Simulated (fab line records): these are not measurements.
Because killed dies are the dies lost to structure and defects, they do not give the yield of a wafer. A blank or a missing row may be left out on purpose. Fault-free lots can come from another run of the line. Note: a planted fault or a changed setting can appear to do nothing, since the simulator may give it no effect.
Which tool is to blame? | flow gf180mcu | 72 wafers from 24 lots sampled at 5 of the route's 602 steps

== WHAT EACH GAUGE READ, for each wafer ==
GF_V5_THK_MEAS_01. Usual: for V5_CVD_00_THK the level is 300 nm and the standard deviation is 3.1.
lot  | measured     | on            | V5_CVD_00_THK (nm) | flag
L074 | day 25 21:14 | film_metro-04 | 297 304 299        |
L075 | day 26 11:39 | film_metro-02 | 305 298 302        |
L076 | day 26 14:26 | film_metro-03 | 300 296 301        |
L077 | day 27 01:26 | film_metro-03 | 304 297 300        |
L078 | day 27 10:18 | film_metro-02 | 300 300 298        |
L079 | day 27 19:35 | film_metro-03 | 301 306 301        |
L080 | day 28 00:08 | film_metro-03 | 303 305 301        |
L081 | day 28 13:25 | film_metro-02 | 301 304 303        |
L082 | day 28 14:26 | film_metro-02 | 300 304 304        |
L083 | day 29 03:13 | film_metro-02 | 305 301 297        |
L084 | day 29 07:32 | film_metro-02 | 301 299 302        |
L085 | day 29 20:32 | film_metro-04 | 298 302 301        |
L086 | day 29 21:01 | film_metro-02 | 300 301 295        |
L087 | day 30 08:16 | film_metro-04 | 294 301 300        |
L088 | day 30 14:52 | film_metro-04 | 297 295 299        |
L089 | day 30 23:43 | film_metro-04 | 296 296 301        |
L090 | day 31 13:04 | film_metro-04 | 305 306 296        |
L091 | day 31 20:11 | film_metro-02 | 298 304 300        |
L092 | day 32 01:32 | film_metro-02 | 297 297 297        |
L093 | day 32 03:26 | film_metro-02 | 293 298 295        |
L094 | day 32 06:43 | film_metro-04 | 296 298 296        |
L095 | day 32 10:02 | film_metro-03 | 299 297 296        |
L096 | day 32 15:26 | film_metro-02 | 295 295 295        |
L097 | day 33 00:20 | film_metro-04 | 302 297 301        |

GF_V5_OVL_MEAS_15. Usual: for V5_OVL the level is -7 nm and the standard deviation is 5.5.
lot  | measured     | on         | V5_OVL (nm) | flag
L074 | day 26 18:44 | overlay-02 | -4 -7 -6    |
L075 | day 27 08:44 | overlay-02 | 0 -14 -5    |
L076 | day 27 11:22 | overlay-01 | -6 -9 -5    |
L077 | day 27 22:02 | overlay-02 | -14 -10 -13 |
L078 | day 28 06:42 | overlay-02 | -8 -5 -8    |
L079 | day 28 16:00 | overlay-02 | -6 -7 -2    |
L080 | day 28 20:12 | overlay-02 | -14 -9 -7   |
L081 | day 29 09:44 | overlay-02 | -15 -4 -16  |
L082 | day 29 10:44 | overlay-02 | -2 -1 -6    |
L083 | day 29 22:20 | overlay-01 | 2 0 -7      |
L084 | day 30 02:25 | overlay-02 | -1 -6 -1    |
L085 | day 30 15:20 | overlay-02 | 4 3 -2      |
L086 | day 30 15:41 | overlay-01 | -9 -3 -3    |
L087 | day 31 02:01 | overlay-01 | -8 -13 0    |
L088 | day 31 09:02 | overlay-01 | -15 0 -5    |
L089 | day 31 17:29 | overlay-02 | 4 -1 -12    |
L090 | day 32 06:43 | overlay-01 | -6 -14 -18  |
L091 | day 32 13:34 | overlay-02 | -6 -1 -10   |
L092 | day 32 18:26 | overlay-01 | -5 -6 -7    |
L093 | day 32 20:49 | overlay-02 | 0 -8 -8     |
L094 | day 32 23:29 | overlay-01 | -16 -15 -10 |
L095 | day 33 05:19 | overlay-02 | -3 -10 -5   |
L096 | day 33 08:06 | overlay-02 | -17 -4 -2   |
L097 | day 33 15:50 | overlay-02 | 0 3 -7      |

== WHAT TOOL EACH LOT RAN ON (gives the tool, then ch and the chambers of the sampled wafers, and finally the start) ==
lot  | GF_V4_SPUTTER_22             | GF_MIM_SPUTTER_00            | GF_M5_METAL_ETCH_10
L074 | pvd_sputter-04, day 24 00:25 | pvd_sputter-02, day 24 01:04 | rie_metal-03 ch 0,1, day 25 20:31
L075 | pvd_sputter-01, day 24 15:33 | pvd_sputter-02, day 24 16:11 | rie_metal-02 ch 0,1, day 26 10:55
L076 | pvd_sputter-01, day 24 17:41 | pvd_sputter-02, day 24 18:19 | rie_metal-03 ch 0,1, day 26 13:43
L077 | pvd_sputter-01, day 25 05:20 | pvd_sputter-01, day 25 05:58 | rie_metal-03 ch 0,1, day 27 00:43
L078 | pvd_sputter-03, day 25 14:38 | pvd_sputter-04, day 25 15:16 | rie_metal-01 ch 0,1, day 27 09:37
L079 | pvd_sputter-01, day 26 01:07 | pvd_sputter-04, day 26 01:45 | rie_metal-01 ch 0,1, day 27 18:52
L080 | pvd_sputter-03, day 26 04:56 | pvd_sputter-01, day 26 05:35 | rie_metal-01 ch 0,1, day 27 23:25
L081 | pvd_sputter-03, day 26 19:52 | pvd_sputter-02, day 26 20:31 | rie_metal-01 ch 0,1, day 28 12:40
L082 | pvd_sputter-01, day 26 20:28 | pvd_sputter-01, day 26 21:07 | rie_metal-02 ch 0, day 28 13:34
L083 | pvd_sputter-04, day 27 10:19 | pvd_sputter-01, day 27 11:07 | rie_metal-03 ch 0,1, day 29 02:25
L084 | pvd_sputter-03, day 27 15:13 | pvd_sputter-04, day 27 15:51 | rie_metal-02 ch 0, day 29 06:40
L085 | pvd_sputter-01, day 28 04:05 | pvd_sputter-01, day 28 04:43 | rie_metal-02 ch 0,1, day 29 19:49
L086 | pvd_sputter-03, day 28 04:46 | pvd_sputter-01, day 28 05:24 | rie_metal-03 ch 0,1, day 29 20:19
L087 | pvd_sputter-04, day 28 17:13 | pvd_sputter-01, day 28 17:50 | rie_metal-02 ch 0,1, day 30 07:31
L088 | pvd_sputter-04, day 28 23:11 | pvd_sputter-01, day 28 23:49 | rie_metal-03 ch 0,1, day 30 14:07
L089 | pvd_sputter-01, day 29 10:10 | pvd_sputter-01, day 29 10:48 | rie_metal-02 ch 0,1, day 30 22:59
L090 | pvd_sputter-01, day 29 22:45 | pvd_sputter-04, day 29 23:38 | rie_metal-03 ch 0,1, day 31 12:14
L091 | pvd_sputter-04, day 30 07:53 | pvd_sputter-02, day 30 08:31 | rie_metal-01 ch 0,1, day 31 19:28
L092 | pvd_sputter-01, day 30 12:56 | pvd_sputter-02, day 30 13:34 | rie_metal-01 ch 1, day 32 00:49
L093 | pvd_sputter-01, day 30 15:28 | pvd_sputter-01, day 30 16:08 | rie_metal-03 ch 0,1, day 32 02:46
L094 | pvd_sputter-01, day 30 18:14 | pvd_sputter-04, day 30 18:52 | rie_metal-02 ch 1, day 32 05:46
L095 | pvd_sputter-04, day 30 21:11 | pvd_sputter-01, day 30 21:49 | rie_metal-01 ch 0,1, day 32 09:17
L096 | pvd_sputter-01, day 31 03:32 | pvd_sputter-02, day 31 04:10 | rie_metal-03 ch 0,1, day 32 14:44
L097 | pvd_sputter-04, day 31 12:43 | pvd_sputter-02, day 31 13:21 | rie_metal-02 ch 1, day 32 23:22
- GF_V4_SPUTTER_22: material TiN, target thk 10 nm, time 40 s.
- GF_MIM_SPUTTER_00: material Ti, target thk 37.5 nm, time 150 s.
- GF_M5_METAL_ETCH_10: etches the open film in Cl2/BCl3, stops on SiO2, target depth 750.8 nm, time 125.1 s.

== AS READ BY THE TOOLS THEMSELVES (means over the sampled wafers that have a number; for cases with no such wafer, the mark the record gives instead) ==
GF_V4_SPUTTER_22. Usual: 29.7 % for throttle_valve_pct, sd 1.1.
lot  | tool           | throttle_valve_pct (%) | flag
L074 | pvd_sputter-04 | 29.3                   |
L075 | pvd_sputter-01 | 29.6                   |
L076 | pvd_sputter-01 | 29.0                   |
L077 | pvd_sputter-01 | 28.9                   |
L078 | pvd_sputter-03 | 30.3                   |
L079 | pvd_sputter-01 | 29.4                   |
L080 | pvd_sputter-03 | 30.2                   |
L081 | pvd_sputter-03 | 30.3                   |
L082 | pvd_sputter-01 | 30.9                   |
L083 | pvd_sputter-04 | 29.4                   |
L084 | pvd_sputter-03 | 30.4                   |
L085 | pvd_sputter-01 | 30.4                   |
L086 | pvd_sputter-03 | 30.4                   |
L087 | pvd_sputter-04 | 28.6                   |
L088 | pvd_sputter-04 | 28.5                   |
L089 | pvd_sputter-01 | 30.1                   |
L090 | pvd_sputter-01 | 29.5                   |
L091 | pvd_sputter-04 | 29.1                   |
L092 | pvd_sputter-01 | 30.3                   |
L093 | pvd_sputter-01 | 29.6                   |
L094 | pvd_sputter-01 | 29.9                   |
L095 | pvd_sputter-04 | 29.1                   |
L096 | pvd_sputter-01 | 30.2                   |
L097 | pvd_sputter-04 | 28.2                   |

GF_MIM_SPUTTER_00. Usual: 29.5 % for throttle_valve_pct, sd 1.1.
lot  | tool           | throttle_valve_pct (%) | flag
L074 | pvd_sputter-02 | 28.8                   |
L075 | pvd_sputter-02 | 29.8                   |
L076 | pvd_sputter-02 | 29.0                   |
L077 | pvd_sputter-01 | 29.4                   |
L078 | pvd_sputter-04 | 29.2                   |
L079 | pvd_sputter-04 | 28.4                   |
L080 | pvd_sputter-01 | 29.4                   |
L081 | pvd_sputter-02 | 29.5                   |
L082 | pvd_sputter-01 | 30.2                   |
L083 | pvd_sputter-01 | 30.1                   |
L084 | pvd_sputter-04 | 29.2                   |
L085 | pvd_sputter-01 | 30.5                   |
L086 | pvd_sputter-01 | 30.3                   |
L087 | pvd_sputter-01 | 30.2                   |
L088 | pvd_sputter-01 | 30.2                   |
L089 | pvd_sputter-01 | 29.5                   |
L090 | pvd_sputter-04 | 30.2                   |
L091 | pvd_sputter-02 | 29.0                   |
L092 | pvd_sputter-02 | 30.0                   |
L093 | pvd_sputter-01 | 30.3                   |
L094 | pvd_sputter-04 | 28.3                   |
L095 | pvd_sputter-01 | 29.5                   |
L096 | pvd_sputter-02 | 29.9                   |
L097 | pvd_sputter-02 | 29.5                   |

GF_M5_METAL_ETCH_10. Usual: chamber_pressure_mTorr 8.001 mTorr, standard deviation 0.0075; drypump_motor_current_A 5.6 A, standard deviation 0.31; oes_product_au 0.991 a.u., standard deviation 0.0053; throttle_valve_pct 28.228 %, standard deviation 0.0092.
lot  | tool         | chamber_pressure_mTorr (mTorr) | drypump_motor_current_A (A) | oes_product_au (a.u.) | throttle_valve_pct (%) | flag
L074 | rie_metal-03 | 7.999                          | 6.0                         | 0.992                 | 28.227                 |
L075 | rie_metal-02 | 8.005                          | 5.4                         | 0.991                 | 28.224                 |
L076 | rie_metal-03 | 8.006                          | 5.8                         | 0.991                 | 28.240                 |
L077 | rie_metal-03 | 8.008                          | 5.9                         | 0.990                 | 28.233                 |
L078 | rie_metal-01 | 7.999                          | 5.4                         | 0.994                 | 28.231                 |
L079 | rie_metal-01 | 7.993                          | 5.5                         | 0.991                 | 28.222                 |
L080 | rie_metal-01 | 8.000                          | 5.4                         | 0.990                 | 28.234                 |
L081 | rie_metal-01 | 8.006                          | 5.4                         | 0.988                 | 28.222                 |
L082 | rie_metal-02 | 8.000                          | 5.8                         | 0.996                 | 28.226                 |
L083 | rie_metal-03 | 8.002                          | 6.0                         | 0.988                 | 28.227                 |
L084 | rie_metal-02 | 7.999                          | 5.8                         | 0.990                 | 28.233                 |
L085 | rie_metal-02 | 8.001                          | 5.6                         | 0.991                 | 28.232                 |
L086 | rie_metal-03 | 8.001                          | 5.8                         | 0.990                 | 28.239                 |
L087 | rie_metal-02 | 8.004                          | 5.6                         | 0.996                 | 28.231                 |
L088 | rie_metal-03 | 8.004                          | 5.8                         | 0.993                 | 28.223                 |
L089 | rie_metal-02 | 8.002                          | 5.4                         | 0.992                 | 28.231                 |
L090 | rie_metal-03 | 8.011                          | 5.8                         | 0.989                 | 28.226                 |
L091 | rie_metal-01 | 7.994                          | 5.4                         | 0.996                 | 28.228                 |
L092 | rie_metal-01 | 8.007                          | 5.4                         | 0.993                 | 28.228                 |
L093 | rie_metal-03 | 7.999                          | 6.0                         | 0.988                 | 28.225                 |
L094 | rie_metal-02 | 8.002                          | 5.3                         | 0.992                 | 28.222                 |
L095 | rie_metal-01 | 8.001                          | 5.4                         | 0.993                 | 28.216                 |
L096 | rie_metal-03 | 8.006                          | 6.0                         | 0.988                 | 28.228                 |
L097 | rie_metal-02 | 7.991                          | 5.2                         | 0.993                 | 28.237                 |

== THE ANSWER, worked out from the rows above alone ==
Rule: a lot counts as off when the mean over its wafers that have a number is more than 3 standard deviations away from the usual mean. A lot without any number at a reading at which 4 lots or more have one is off too. All remaining lots with rows at the step are treated as sound. First the gauges in route order, then the tools' own readings, where a lot's mean is used as printed above. At the first step where some lot is off, the reading lying furthest off is the one used; lots without a number count as furthest.
Nothing can be told from this: no lot is off at any reading shown.

== WHAT THE SIMULATOR HAD PUT IN ==
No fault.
